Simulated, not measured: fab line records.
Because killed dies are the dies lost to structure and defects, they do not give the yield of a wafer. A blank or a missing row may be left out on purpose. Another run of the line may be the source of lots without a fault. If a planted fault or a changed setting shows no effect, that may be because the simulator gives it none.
fab line records -- flow sky130
[record] lots = 10, wafers = 30, last_day = 50
route steps=708 shown LDD_HVN@276 POLY_CUT@317 SD_N@349 PAD_OPEN@708
lots that met no fault: from a run of the same line without faults
start_h: hours from the record's opening day to when the first of the lot's shown wafers began -- wait_h: how many hours have passed since the lot's step before this one -- " same as the row above -- L1.1+2: several wafers, shown together as one row -- - no value, or no start was given -- * or withheld: withheld -- < > ~ a bound
route shown NAME@n: a module of which the file shows steps, and the number in the route of the first -- usual: mean/standard deviation of fault-free wafers -- same: alike in all rows -- chamber/n: place in a boat -- sites: readings site by site -- _std_site: their standard deviation -- _edge_site: inner sites' mean taken away from outer sites' mean -- radius_mm: how far each site lies from the wafer's centre -- mask NAME#n: copy n -- behind: tool/chamber where the wafer was last shaped -- hold: the reason the lot was held/the length of the hold in hours/how it ended -- device: whichever transistor did not switch (one of n, p or np) -- end of line: the tests these same wafers got at the end of their route -- where a step has no rows: the recipe by itself -- killed: not the wafer's yield, but the dies lost to structure and defects at the first sort -- map: shows each die of a wafer: x if killed, . if not, _ if none is there
set.NAME: the setting as run; set.NAME@STEP: as run at that earlier step -- model.NAME: the simulator's own value behind a step, which no gauge read
one table for each step of the route and one row for each wafer, over a sample of lots
services: when a tool's chamber went out of use (start_h, in hours from the record's first day, below 0 if earlier), for how many hours, and the reason
[[steps]]
[step SKY_LDD_HVN_STRIP_09]
[recipe] chemistry = O2/N2, power_w = 1400, pressure_mtorr = 1500, platen_temp_c = withheld, o2_flow_sccm = 3000, n2_flow_sccm = 300, overash_fraction = 0.5
[usual] chamber_pressure_mTorr = 1499.9/1.3, drypump_motor_current_A = 6.0/0.35, oes_product_au = 0.409/0.0043, strip_time_to_endpoint_s = 4.135/0.014
[same] overash_fraction = 0.5
lot.wafer,tool,chamber,start_h,wait_h,chamber_pressure_mTorr,drypump_motor_current_A,oes_product_au,rf_hours_counter_h,strip_time_to_endpoint_s
L445.2,plasma_asher-03,1,475.27,0.1,1501.1,6.4,0.412,5,4.143
L445.3,plasma_asher-03,0,475.27,0.1,1498.9,6.4,0.407,-,4.131
L445.6,plasma_asher-03,1,475.27,0.1,1500.4,6.4,0.402,-,4.146
L446.1,plasma_asher-01,1,481.12,0.1,1498.8,5.6,0.401,59,4.157
L446.5,plasma_asher-01,1,481.12,0.1,1500.5,5.6,0.417,-,4.140
L446.6,plasma_asher-01,0,481.12,0.1,1498.7,6.0,0.405,-,4.153
L449.2,plasma_asher-02,0,513.82,0.1,1500.3,5.5,0.403,42,4.129
L449.4,plasma_asher-02,1,513.82,0.1,1497.4,5.9,0.408,-,4.138
L449.5,plasma_asher-02,1,513.82,0.1,1499.9,5.9,0.407,-,4.139
L451.3,plasma_asher-01,1,534.50,0.1,1498.6,5.6,0.415,-,4.127
L451.4,plasma_asher-01,0,534.50,0.1,1500.3,6.0,0.406,-,4.131
L451.5,plasma_asher-01,0,534.50,0.1,1500.5,6.0,0.405,-,4.150
L456.3,plasma_asher-02,1,571.10,0.1,1501.3,5.9,0.411,-,4.132
L456.4,plasma_asher-02,0,571.10,0.1,1498.3,5.5,0.409,-,4.147
L456.5,plasma_asher-02,0,571.10,0.1,1500.1,5.5,0.407,-,4.137
L459.3,plasma_asher-01,0,596.35,0.1,1500.6,6.0,0.401,-,4.148
L459.4,plasma_asher-01,1,596.35,0.1,1498.9,5.6,0.407,-,4.127
L459.5,plasma_asher-01,0,596.35,0.1,1499.3,6.0,0.408,-,4.126
L463.3,plasma_asher-01,1,628.90,0.1,1498.5,5.6,0.412,-,4.132
L463.5,plasma_asher-01,1,628.90,0.1,1498.8,5.6,0.408,-,4.124
L463.6,plasma_asher-01,0,628.90,0.1,1500.7,6.0,0.409,-,4.129
L465.3,plasma_asher-03,1,648.10,0.1,1498.7,6.4,0.405,-,4.129
L465.4,plasma_asher-03,0,648.10,0.1,1500.1,6.4,0.405,-,4.141
L465.5,plasma_asher-03,0,648.10,0.1,1500.9,6.4,0.407,-,4.133
L466.1,plasma_asher-03,1,653.46,0.1,1499.3,6.4,0.415,23,4.150
L466.3,plasma_asher-03,1,653.46,0.1,1497.8,6.4,0.408,-,4.134
L466.6,plasma_asher-03,1,653.46,0.1,1499.7,6.4,0.406,-,4.145
L467.1,plasma_asher-01,1,675.47,0.1,1499.1,5.6,0.409,80,4.127
L467.2,plasma_asher-01,0,675.47,0.1,1500.7,6.0,0.413,80,4.137
L467.4,plasma_asher-01,0,675.47,0.1,1499.9,6.0,0.401,-,4.132
[step SKY_POLY_CUT_ETCH_10]
[recipe] chemistry = N2/H2, target = BARC, ion_energy_ev = 200, source_w = 500, bias_w = 100, pressure_mtorr = 30, n2_flow_sccm = 100, h2_flow_sccm = 200, stop_on = SiO2, time_s = 45.9, target_depth_a = 600
[usual] chamber_pressure_mTorr = 30.001/0.025, drypump_motor_current_A = 5.71/0.29, oes_product_au = 0.850/0.0041, throttle_valve_pct = 13.225/0.0092
lot.wafer,tool,chamber,start_h,wait_h,chamber_pressure_mTorr,drypump_motor_current_A,oes_product_au,rf_hours_counter_h,throttle_valve_pct
L445.2,rie_diel-01,2,569.79,0.0,30.021,5.45,0.855,74,13.224
L445.3,rie_diel-01,0,569.79,0.0,29.991,5.49,0.854,4,13.219
L445.6,rie_diel-01,3,569.79,0.0,30.009,6.02,0.850,-,13.218
L446.1,rie_diel-04,2,574.84,0.0,29.999,5.57,0.849,64,13.223
L446.5,rie_diel-04,1,574.84,0.0,29.937,5.72,0.851,-,13.218
L446.6,rie_diel-04,2,574.84,0.0,29.990,5.59,0.853,-,13.240
L449.2,rie_diel-01,1,606.10,0.0,30.048,6.25,0.850,1,13.220
L449.4,rie_diel-01,3,606.10,0.0,30.024,6.02,0.852,-,13.214
L449.5,rie_diel-01,1,606.10,0.0,29.982,6.26,0.846,-,13.231
L451.3,rie_diel-04,1,626.04,0.0,30.004,5.71,0.855,12,13.229
L451.4,rie_diel-04,3,626.04,0.0,30.041,5.43,0.854,15,13.225
L451.5,rie_diel-04,3,626.04,0.0,29.995,5.41,0.848,-,13.217
L456.3,rie_diel-02,2,660.64,0.0,29.969,5.83,0.847,55,13.229
L456.4,rie_diel-02,1,660.64,0.0,30.027,5.94,0.848,14,13.233
L456.5,rie_diel-02,0,660.64,0.0,29.992,6.22,0.854,-,13.228
L459.3,rie_diel-02,0,684.54,0.0,29.991,6.21,0.859,4,13.222
L459.4,rie_diel-02,2,684.54,0.0,30.030,5.83,0.851,56,13.236
L459.5,rie_diel-02,2,684.54,0.0,30.013,5.84,0.844,-,13.221
L463.3,rie_diel-01,1,718.69,0.0,30.019,6.30,0.847,3,13.236
L463.5,rie_diel-01,0,718.69,0.0,30.028,5.53,0.848,-,13.209
L463.6,rie_diel-01,3,718.69,0.0,29.937,6.03,0.849,-,13.235
L465.3,rie_diel-04,3,734.05,0.0,29.995,5.38,0.859,18,13.239
L465.4,rie_diel-04,3,734.05,0.0,29.990,5.41,0.853,-,13.210
L465.5,rie_diel-04,1,734.05,0.0,29.996,5.67,0.854,-,13.237
L466.1,rie_diel-04,0,739.09,0.0,29.963,5.67,0.845,4,13.220
L466.3,rie_diel-04,1,739.09,0.0,29.984,5.69,0.842,15,13.227
L466.6,rie_diel-04,2,739.09,0.0,29.981,5.55,0.844,-,13.237
L467.1,rie_diel-02,3,762.60,0.0,30.019,5.29,0.856,8,13.235
L467.2,rie_diel-02,2,762.60,0.0,30.009,5.80,0.846,1,13.228
L467.4,rie_diel-02,0,762.60,0.0,29.975,6.23,0.850,6,13.233
[step SKY_POLY_CUT_ETCH_11]
[recipe] target = Si3N4, chemistry = CF4/CH2F2/Ar, stop_on = poly-Si, source_w = 600, bias_w = 150, pressure_mtorr = 40, cf4_flow_sccm = 40, ch2f2_flow_sccm = 20, Ar_flow_sccm = 150, time_s = 42.5, target_depth_a = 600
[usual] cf4_flow_sccm = 39.98/0.11, chamber_pressure_mTorr = 40.00/0.046, drypump_motor_current_A = 5.71/0.28, oes_product_au = 0.829/0.0071, throttle_valve_pct = 14.995/0.0094
lot.wafer,tool,chamber,start_h,wait_h,cf4_flow_sccm,chamber_pressure_mTorr,drypump_motor_current_A,oes_product_au,rf_hours_counter_h,throttle_valve_pct
L445.2,rie_diel-01,2,569.83,0.0,39.83,39.98,5.46,0.831,74,14.994
L445.3,rie_diel-01,0,569.83,0.0,40.00,40.03,5.53,0.838,4,14.993
L445.6,rie_diel-01,3,569.83,0.0,39.98,39.96,6.05,0.833,-,15.007
L446.1,rie_diel-04,2,574.88,0.0,40.07,39.95,5.57,0.830,64,14.995
L446.5,rie_diel-04,1,574.88,0.0,39.86,40.04,5.68,0.834,-,14.975
L446.6,rie_diel-04,2,574.88,0.0,40.08,39.98,5.56,0.828,-,14.988
L449.2,rie_diel-01,1,606.14,0.0,40.14,39.99,6.25,0.830,1,14.991
L449.4,rie_diel-01,3,606.14,0.0,39.96,39.93,6.04,0.832,-,15.002
L449.5,rie_diel-01,1,606.14,0.0,40.03,40.01,6.26,0.837,-,14.998
L451.3,rie_diel-04,1,626.08,0.0,39.95,39.97,5.70,0.836,12,15.001
L451.4,rie_diel-04,3,626.08,0.0,39.75,40.05,5.43,0.834,15,15.006
L451.5,rie_diel-04,3,626.08,0.0,39.83,40.01,5.44,0.826,-,14.983
L456.3,rie_diel-02,2,660.68,0.0,39.93,40.02,5.78,0.826,55,14.997
L456.4,rie_diel-02,1,660.68,0.0,39.92,40.05,5.93,0.843,14,15.006
L456.5,rie_diel-02,0,660.68,0.0,40.05,40.00,6.25,0.830,-,14.985
L459.3,rie_diel-02,0,684.58,0.0,40.08,40.02,6.21,0.834,4,14.994
L459.4,rie_diel-02,2,684.58,0.0,40.07,40.05,5.84,0.827,56,14.990
L459.5,rie_diel-02,2,684.58,0.0,39.94,39.99,5.85,0.840,-,14.980
L463.3,rie_diel-01,1,718.73,0.0,39.96,40.01,6.25,0.830,3,14.979
L463.5,rie_diel-01,0,718.73,0.0,39.84,40.04,5.50,0.831,-,14.988
L463.6,rie_diel-01,3,718.73,0.0,40.12,39.93,6.02,0.830,-,15.002
L465.3,rie_diel-04,3,734.09,0.0,39.78,39.93,5.41,0.813,18,14.992
L465.4,rie_diel-04,3,734.09,0.0,39.87,39.99,5.43,0.817,-,15.010
L465.5,rie_diel-04,1,734.09,0.0,40.03,40.00,5.64,0.826,-,15.016
L466.1,rie_diel-04,0,739.13,0.0,39.91,40.02,5.66,0.810,4,15.004
L466.3,rie_diel-04,1,739.13,0.0,39.88,40.00,5.69,0.819,16,14.981
L466.6,rie_diel-04,2,739.13,0.0,39.77,40.01,5.54,0.825,-,15.001
L467.1,rie_diel-02,3,762.64,0.0,39.88,40.06,5.28,0.816,8,14.986
L467.2,rie_diel-02,2,762.64,0.0,39.85,40.02,5.81,0.824,1,14.990
L467.4,rie_diel-02,0,762.64,0.0,39.79,40.03,6.16,0.819,6,14.991
[step SKY_POLY_CUT_STRIP_12]
[recipe] chemistry = O2/N2, power_w = 1400, pressure_mtorr = 1500, platen_temp_c = withheld, o2_flow_sccm = 3000, n2_flow_sccm = 300, overash_fraction = 0.5
[usual] chamber_pressure_mTorr = 1500.0/1.4, drypump_motor_current_A = 6.0/0.44, oes_product_au = 0.452/0.0046, strip_time_to_endpoint_s = 5.352/0.018
[same] overash_fraction = 0.5
lot.wafer,tool,chamber,start_h,wait_h,chamber_pressure_mTorr,drypump_motor_current_A,oes_product_au,rf_hours_counter_h,strip_time_to_endpoint_s
L445.2,plasma_asher-01,1,569.87,0.0,1500.7,5.6,0.451,69,5.359
L445.3,plasma_asher-01,0,569.87,0.0,1499.4,6.0,0.449,-,5.340
L445.6,plasma_asher-01,1,569.87,0.0,1500.8,5.6,0.451,-,5.346
L446.1,plasma_asher-01,0,574.92,0.0,1499.4,6.0,0.449,69,5.350
L446.5,plasma_asher-01,1,574.92,0.0,1498.5,5.6,0.456,-,5.350
L446.6,plasma_asher-01,0,574.92,0.0,1501.5,6.0,0.456,-,5.346
L449.2,plasma_asher-01,0,606.18,0.0,1501.3,5.9,0.448,73,5.338
L449.4,plasma_asher-01,0,606.18,0.0,1500.7,6.0,0.450,-,5.349
L449.5,plasma_asher-01,0,606.18,0.0,1500.3,6.0,0.456,-,5.360
L451.3,plasma_asher-04,1,626.16,0.1,1500.3,6.7,0.451,-,5.346
L451.4,plasma_asher-04,0,626.16,0.1,1498.5,5.3,0.449,-,5.346
L451.5,plasma_asher-04,1,626.16,0.1,1496.7,6.7,0.458,-,5.368
L456.3,plasma_asher-01,0,660.76,0.1,1502.1,6.0,0.446,-,5.342
L456.4,plasma_asher-01,1,660.76,0.1,1502.0,5.6,0.453,-,5.349
L456.5,plasma_asher-01,0,660.76,0.1,1497.3,6.0,0.444,-,5.367
L459.3,plasma_asher-04,1,684.66,0.1,1499.6,6.7,0.452,-,5.375
L459.4,plasma_asher-04,0,684.66,0.1,1498.0,5.4,0.446,-,5.191
L459.5,plasma_asher-04,0,684.66,0.1,1500.6,5.4,0.445,-,5.194
L463.3,plasma_asher-04,1,718.81,0.1,1501.8,6.7,0.449,-,5.357
L463.5,plasma_asher-04,1,718.81,0.1,1499.9,6.7,0.449,-,5.339
L463.6,plasma_asher-04,0,718.81,0.1,1501.2,5.4,0.455,-,5.357
L465.3,plasma_asher-01,0,734.16,0.1,1500.8,6.0,0.462,-,5.354
L465.4,plasma_asher-01,1,734.16,0.1,1499.7,5.6,0.450,-,5.350
L465.5,plasma_asher-01,0,734.16,0.1,1502.3,6.0,0.454,-,5.358
L466.1,plasma_asher-01,1,739.17,0.0,1498.2,5.6,0.451,87,5.341
L466.3,plasma_asher-01,1,739.17,0.0,1498.7,5.6,0.461,-,5.341
L466.6,plasma_asher-01,1,739.17,0.0,1499.2,5.6,0.448,-,5.358
L467.1,plasma_asher-03,1,762.68,0.0,1500.5,6.4,0.453,34,5.384
L467.2,plasma_asher-03,0,762.68,0.0,1501.3,6.4,0.451,34,5.367
L467.4,plasma_asher-03,0,762.68,0.0,1500.3,6.4,0.447,-,5.383
[step SKY_SD_N_CD_MEAS_07]
[recipe] target_cd_nm = 380
[usual] cd_nm = 380.0/2.6
lot.wafer,tool,chamber,start_h,wait_h,cd_nm
L445.2,cd_sem-01,-,657.05,0.1,381.7
L445.3,cd_sem-01,-,657.05,0.1,379.5
L445.6,cd_sem-01,-,657.05,0.1,377.3
L446.1,cd_sem-02,-,662.39,0.1,380.8
L446.5,cd_sem-02,-,662.39,0.1,380.5
L446.6,cd_sem-02,-,662.39,0.1,382.7
L449.2,cd_sem-02,-,691.05,0.1,379.0
L449.4,cd_sem-02,-,691.05,0.1,382.9
L449.5,cd_sem-02,-,691.05,0.1,379.2
L451.3,cd_sem-02,-,712.02,0.1,375.9
L451.4,cd_sem-02,-,712.02,0.1,374.9
L451.5,cd_sem-02,-,712.02,0.1,375.5
L456.3,cd_sem-01,-,741.97,0.1,383.2
L456.4,cd_sem-01,-,741.97,0.1,379.4
L456.5,cd_sem-01,-,741.97,0.1,382.6
L459.3,cd_sem-01,-,766.77,0.1,382.7
L459.4,cd_sem-01,-,766.77,0.1,383.1
L459.5,cd_sem-01,-,766.77,0.1,385.7
L463.3,cd_sem-02,-,799.97,0.1,385.7
L463.5,cd_sem-02,-,799.97,0.1,384.2
L463.6,cd_sem-02,-,799.97,0.1,383.1
L465.3,cd_sem-02,-,813.17,0.1,380.3
L465.4,cd_sem-02,-,813.17,0.1,379.5
L465.5,cd_sem-02,-,813.17,0.1,381.3
L466.1,cd_sem-02,-,818.04,0.1,377.9
L466.3,cd_sem-02,-,818.04,0.1,379.2
L466.6,cd_sem-02,-,818.04,0.1,380.6
L467.1,cd_sem-02,-,841.79,0.1,380.7
L467.2,cd_sem-02,-,841.79,0.1,380.5
L467.4,cd_sem-02,-,841.79,0.1,382.5
[step SKY_PAD_OPEN_PROBE_99]
[usual] killed_at_M0_to_M3 = 45/6.8, killed_at_M4_up = 3.0/1.7, killed_at_contacts = 25/5.7, killed_at_front_end = 15/4.6, killed_at_other = 0.3/0.66, killed_dies = 88/9.5, killed_on_rim = 17/3.6, killed_open = 48/7.3, killed_short = 39/6.5
[same] gross_dies = 492, killed_at_back_side = 0
lot.wafer,tool,chamber,start_h,wait_h,killed_at_M0_to_M3,killed_at_M4_up,killed_at_contacts,killed_at_front_end,killed_at_other,killed_dies,killed_on_rim,killed_open,killed_short
L445.2,prober-02,-,1081.89,0.1,65,3,13,18,1,100,17,55,44
L445.3,prober-02,-,1081.94,0.2,57,4,30,11,0,102,21,64,37
L445.6,prober-02,-,1082.09,0.2,50,2,25,18,0,95,20,60,35
L446.1,prober-01,-,1088.20,0.1,47,5,21,26,0,99,20,59,40
L446.5,prober-01,-,1088.40,0.2,42,3,18,15,0,78,13,43,34
L446.6,prober-01,-,1088.45,0.2,44,1,25,7,1,78,15,43,34
L449.2,prober-01,-,1108.20,0.1,49,3,34,15,0,101,20,58,43
L449.4,prober-01,-,1108.30,0.2,40,4,17,18,0,79,12,45,34
L449.5,prober-01,-,1108.35,0.2,45,4,24,14,0,87,22,53,34
L451.3,prober-01,-,1120.05,0.2,44,1,29,13,1,88,17,53,35
L451.4,prober-01,-,1120.10,0.2,37,2,17,8,0,64,16,30,32
L451.5,prober-01,-,1120.15,0.2,43,4,25,12,1,85,16,52,32
L456.3,prober-02,-,1142.40,0.2,40,3,26,15,0,84,15,50,34
L456.4,prober-02,-,1142.45,0.2,45,3,29,21,0,98,17,51,47
L456.5,prober-02,-,1142.50,0.2,42,2,28,18,0,90,16,49,41
L459.3,prober-01,-,1158.60,0.2,40,8,21,15,0,84,12,40,44
L459.4,prober-01,-,1158.65,0.2,50,2,16,8,0,76,16,37,39
L459.5,prober-01,-,1158.70,0.2,46,4,27,13,1,91,20,45,46
L463.3,prober-01,-,1181.75,0.2,50,3,25,21,1,100,19,58,40
L463.5,prober-01,-,1181.85,0.2,45,3,16,12,0,76,16,40,36
L463.6,prober-01,-,1181.90,0.2,54,6,20,16,0,96,26,53,43
L465.3,prober-01,-,1191.00,0.2,47,6,29,11,0,93,16,55,38
L465.4,prober-01,-,1191.05,0.2,51,4,26,8,1,90,15,45,45
L465.5,prober-01,-,1191.10,0.2,63,2,32,11,0,108,19,61,47
L466.1,prober-01,-,1193.34,0.1,63,2,28,13,1,107,19,64,42
L466.3,prober-01,-,1193.44,0.2,45,4,32,11,1,93,23,45,47
L466.6,prober-01,-,1193.59,0.2,45,2,31,9,0,87,21,56,30
L467.1,prober-02,-,1205.81,0.1,51,2,24,8,0,85,17,48,37
L467.2,prober-02,-,1205.86,0.1,54,1,20,20,0,95,13,62,33
L467.4,prober-02,-,1205.96,0.2,44,2,18,14,0,78,15,49,29
// killed by level:class
L445.2 VIA1:geometric_particle:open=14 VIA3:geometric_particle:open=12 METAL1:geometric_particle:short=12 METAL2:geometric_particle:short=9 POLY_GATE:geometric_particle:open=5 CONTACT:geometric_particle:open=5 VIA2:geometric_particle:open=5 POLY_GATE:geometric_particle:short=4
L445.3 VIA1:geometric_particle:open=16 CONTACT:geometric_particle:open=13 VIA3:geometric_particle:open=10 VIA2:geometric_particle:open=8 LI_CONTACT:geometric_particle:open=7 VIA1:geometric_particle:short=6 LI_CONTACT:geometric_particle:short=5 METAL1:geometric_particle:short=5
L445.6 VIA3:geometric_particle:open=13 CONTACT:geometric_particle:open=12 VIA2:geometric_particle:open=11 VIA1:geometric_particle:open=10 SPACER:geometric_particle:open=5 LOCAL_INTERCONNECT:geometric_particle:short=5 FIELD_ISO:geometric_particle:short=4 LI_CONTACT:geometric_particle:open=4
L446.1 CONTACT:geometric_particle:open=11 VIA2:geometric_particle:open=10 VIA1:geometric_particle:open=9 METAL2:geometric_particle:short=8 FIELD_ISO:geometric_particle:open=6 POLY_GATE:geometric_particle:open=6 FIELD_ISO:geometric_particle:short=5 VIA1:geometric_particle:short=5
L446.5 VIA1:geometric_particle:open=10 LI_CONTACT:geometric_particle:open=9 VIA3:geometric_particle:open=8 METAL2:geometric_particle:short=6 FIELD_ISO:geometric_particle:short=5 CONTACT:geometric_particle:open=5 VIA1:geometric_particle:short=4 VIA3:geometric_particle:short=4
L446.6 VIA1:geometric_particle:open=11 CONTACT:geometric_particle:open=9 CONTACT:geometric_particle:short=8 VIA3:geometric_particle:open=8 LI_CONTACT:geometric_particle:open=5 VIA2:geometric_particle:open=5 METAL1:geometric_particle:short=4 VIA2:geometric_particle:short=4
L449.2 VIA1:geometric_particle:open=12 VIA2:geometric_particle:open=12 LI_CONTACT:geometric_particle:open=8 LOCAL_INTERCONNECT:geometric_particle:short=8 CONTACT:geometric_particle:open=8 VIA3:geometric_particle:open=8 VIA1:geometric_particle:short=7 CONTACT:geometric_particle:short=6
L449.4 VIA1:geometric_particle:open=11 LI_CONTACT:geometric_particle:open=6 VIA2:geometric_particle:open=6 FIELD_ISO:geometric_particle:short=5 CONTACT:geometric_particle:open=5 METAL3:geometric_particle:short=5 VIA3:geometric_particle:open=5 POLY_GATE:geometric_particle:open=4
L449.5 VIA1:geometric_particle:open=13 CONTACT:geometric_particle:open=11 VIA2:geometric_particle:open=9 VIA1:geometric_particle:short=8 METAL1:geometric_particle:short=5 VIA3:geometric_particle:open=5 FIELD_ISO:geometric_particle:short=4 CONTACT:geometric_particle:short=4
L451.3 LI_CONTACT:geometric_particle:open=12 METAL2:geometric_particle:short=9 VIA2:geometric_particle:open=9 CONTACT:geometric_particle:open=8 VIA1:geometric_particle:open=7 FIELD_ISO:geometric_particle:open=6 VIA3:geometric_particle:open=5 LI_CONTACT:geometric_particle:short=4
L451.4 VIA1:geometric_particle:open=14 CONTACT:geometric_particle:short=5 VIA3:geometric_particle:open=5 LOCAL_INTERCONNECT:geometric_particle:short=4 CONTACT:geometric_particle:open=4 VIA1:geometric_particle:short=4 METAL2:geometric_particle:short=4 FIELD_ISO:geometric_particle:short=3
L451.5 VIA1:geometric_particle:open=13 LI_CONTACT:geometric_particle:open=7 CONTACT:geometric_particle:open=7 VIA3:geometric_particle:open=6 CONTACT:geometric_particle:short=5 VIA2:geometric_particle:open=5 FIELD_ISO:geometric_particle:open=4 METAL2:geometric_particle:short=4
L456.3 VIA1:geometric_particle:open=11 CONTACT:geometric_particle:open=7 VIA1:geometric_particle:short=7 VIA2:geometric_particle:open=7 POLY_GATE:geometric_particle:open=6 LOCAL_INTERCONNECT:geometric_particle:short=6 VIA3:geometric_particle:open=5 CONTACT:geometric_particle:short=4
L456.4 CONTACT:geometric_particle:open=11 VIA1:geometric_particle:open=9 METAL2:geometric_particle:short=7 LI_CONTACT:geometric_particle:open=6 VIA3:geometric_particle:open=6 VIA1:geometric_particle:short=6 POLY_GATE:geometric_particle:short=5 LOCAL_INTERCONNECT:geometric_particle:short=5
L456.5 VIA2:geometric_particle:open=9 VIA1:geometric_particle:open=9 VIA1:geometric_particle:short=8 CONTACT:geometric_particle:open=7 LI_CONTACT:geometric_particle:open=6 LOCAL_INTERCONNECT:geometric_particle:short=6 CONTACT:geometric_particle:short=5 VIA3:geometric_particle:open=5
L459.3 VIA1:geometric_particle:open=10 VIA2:geometric_particle:open=9 CONTACT:geometric_particle:open=8 METAL4:geometric_particle:short=8 FIELD_ISO:geometric_particle:short=6 LOCAL_INTERCONNECT:geometric_particle:short=5 VIA1:geometric_particle:short=5 METAL2:geometric_particle:short=5
L459.4 VIA2:geometric_particle:open=8 VIA3:geometric_particle:open=7 METAL2:geometric_particle:short=6 METAL3:geometric_particle:short=6 VIA1:geometric_particle:short=6 VIA1:geometric_particle:open=6 FIELD_ISO:geometric_particle:short=5 CONTACT:geometric_particle:open=5
L459.5 CONTACT:geometric_particle:short=11 VIA1:geometric_particle:open=11 CONTACT:geometric_particle:open=9 VIA3:geometric_particle:open=7 METAL2:geometric_particle:short=6 METAL1:geometric_particle:short=5 VIA1:geometric_particle:short=5 FIELD_ISO:geometric_particle:short=4
L463.3 VIA2:geometric_particle:open=12 VIA1:geometric_particle:open=12 LI_CONTACT:geometric_particle:open=11 FIELD_ISO:geometric_particle:open=8 METAL2:geometric_particle:short=6 CONTACT:geometric_particle:short=5 CONTACT:geometric_particle:open=5 VIA1:geometric_particle:short=5
L463.5 VIA2:geometric_particle:open=10 VIA1:geometric_particle:open=8 FIELD_ISO:geometric_particle:short=6 METAL1:geometric_particle:short=6 CONTACT:geometric_particle:open=6 FIELD_ISO:geometric_particle:open=5 VIA1:geometric_particle:short=5 VIA2:geometric_particle:short=4
L463.6 FIELD_ISO:geometric_particle:open=9 VIA3:geometric_particle:open=9 LI_CONTACT:geometric_particle:open=8 CONTACT:geometric_particle:open=7 VIA1:geometric_particle:open=7 METAL1:geometric_particle:short=7 METAL2:geometric_particle:short=6 VIA2:geometric_particle:open=6
L465.3 VIA1:geometric_particle:open=15 CONTACT:geometric_particle:open=14 LI_CONTACT:geometric_particle:open=8 VIA1:geometric_particle:short=7 METAL1:geometric_particle:short=6 VIA2:geometric_particle:short=6 VIA2:geometric_particle:open=5 FIELD_ISO:geometric_particle:open=4
L465.4 VIA1:geometric_particle:open=14 CONTACT:geometric_particle:short=8 CONTACT:geometric_particle:open=7 METAL1:geometric_particle:short=7 VIA1:geometric_particle:short=7 LI_CONTACT:geometric_particle:open=5 VIA3:geometric_particle:open=5 LOCAL_INTERCONNECT:geometric_particle:short=5
L465.5 VIA1:geometric_particle:open=15 LI_CONTACT:geometric_particle:open=9 CONTACT:geometric_particle:short=8 VIA2:geometric_particle:open=8 VIA3:geometric_particle:open=8 CONTACT:geometric_particle:open=7 LOCAL_INTERCONNECT:geometric_particle:short=6 VIA2:geometric_particle:short=5
L466.1 VIA1:geometric_particle:open=19 VIA2:geometric_particle:open=10 CONTACT:geometric_particle:open=9 VIA1:geometric_particle:short=8 CONTACT:geometric_particle:short=8 LI_CONTACT:geometric_particle:open=6 METAL2:geometric_particle:short=6 VIA3:geometric_particle:open=6
L466.3 CONTACT:geometric_particle:open=8 METAL1:geometric_particle:short=8 VIA1:geometric_particle:open=8 CONTACT:geometric_particle:short=7 LOCAL_INTERCONNECT:geometric_particle:short=7 LI_CONTACT:geometric_particle:open=6 METAL2:geometric_particle:short=6 VIA3:geometric_particle:open=6
L466.6 VIA1:geometric_particle:open=13 CONTACT:geometric_particle:open=11 LI_CONTACT:geometric_particle:open=8 VIA3:geometric_particle:open=6 VIA2:geometric_particle:open=6 METAL1:geometric_particle:short=5 METAL2:geometric_particle:short=5 LOCAL_INTERCONNECT:geometric_particle:short=4
L467.1 VIA1:geometric_particle:open=17 LI_CONTACT:geometric_particle:open=8 CONTACT:geometric_particle:open=6 METAL2:geometric_particle:short=6 VIA2:geometric_particle:open=5 LOCAL_INTERCONNECT:geometric_particle:short=4 METAL1:geometric_particle:short=4 VIA1:geometric_particle:short=4
L467.2 VIA1:geometric_particle:open=21 VIA2:geometric_particle:open=11 POLY_GATE:geometric_particle:open=8 LI_CONTACT:geometric_particle:open=7 POLY_GATE:geometric_particle:short=6 CONTACT:geometric_particle:open=6 METAL1:geometric_particle:short=4 METAL2:geometric_particle:short=4
L467.4 VIA1:geometric_particle:open=14 VIA3:geometric_particle:open=9 LI_CONTACT:geometric_particle:open=8 METAL2:geometric_particle:short=6 VIA1:geometric_particle:short=5 FIELD_ISO:geometric_particle:open=4 POLY_GATE:geometric_particle:short=3 POLY_GATE:geometric_particle:open=3
[[services]]
tool,chamber,start_h,hours,kind
plasma_asher-04,-,456.77,1.7,repair
plasma_asher-01,-,458.41,7.9,repair
plasma_asher-04,-,478.29,0.9,repair
rie_diel-02,2,486.40,5.6,repair
plasma_asher-03,-,494.54,0.5,repair
rie_diel-02,-,497.50,2.3,repair
rie_diel-01,3,503.03,8.9,repair
rie_diel-01,1,509.37,1.2,repair
rie_diel-01,2,514.75,22.2,repair
plasma_asher-02,-,515.58,13.3,repair
plasma_asher-04,-,543.83,2.8,pm
rie_diel-04,0,579.25,-,clean
plasma_asher-02,-,587.86,15.6,pm
rie_diel-02,3,591.13,3.0,repair
rie_diel-02,-,610.25,2.8,pm
rie_diel-01,1,629.39,4.0,repair
rie_diel-04,2,643.23,10.0,repair
plasma_asher-02,-,658.97,1.3,repair
plasma_asher-04,-,689.17,3.7,repair
plasma_asher-02,-,703.63,6.9,repair
plasma_asher-04,-,720.81,1.5,repair
rie_diel-04,2,726.32,8.0,repair
plasma_asher-04,-,733.75,9.0,pm
rie_diel-02,3,747.77,3.9,repair
[[key]]
[first_sign] step = SKY_POLY_CUT_STRIP_12, reading = strip_time_to_endpoint_s, direction = down, sigmas = 8.9, usual = *, struck = *
effect none on later readings
met_at SKY_POLY_CUT_ETCH_10
struck_lots L459
struck_wafers L459.4,L459.5
tester_left_out L459
not_acting_at SKY_LDD_HVN_STRIP_09,SKY_POLY_CUT_ETCH_11,SKY_SD_N_CD_MEAS_07
onset_between 660.64 684.54
[fault] kind = process_parameter_drift, tool = rie_diel-02, chamber = 2, onset_h = 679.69, steps = SKY_POLY_CUT_ETCH_10, channel = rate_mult, offset = 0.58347, shape = step, end_h = 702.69
// tester_left_out: of these lots the tester's yield and bins aren't shown, on N5 and GAA mostly nor the transistor test; their killed dies are dies lost to structure and defects alone, not to doping, threshold or leakage, so they don't give the yield
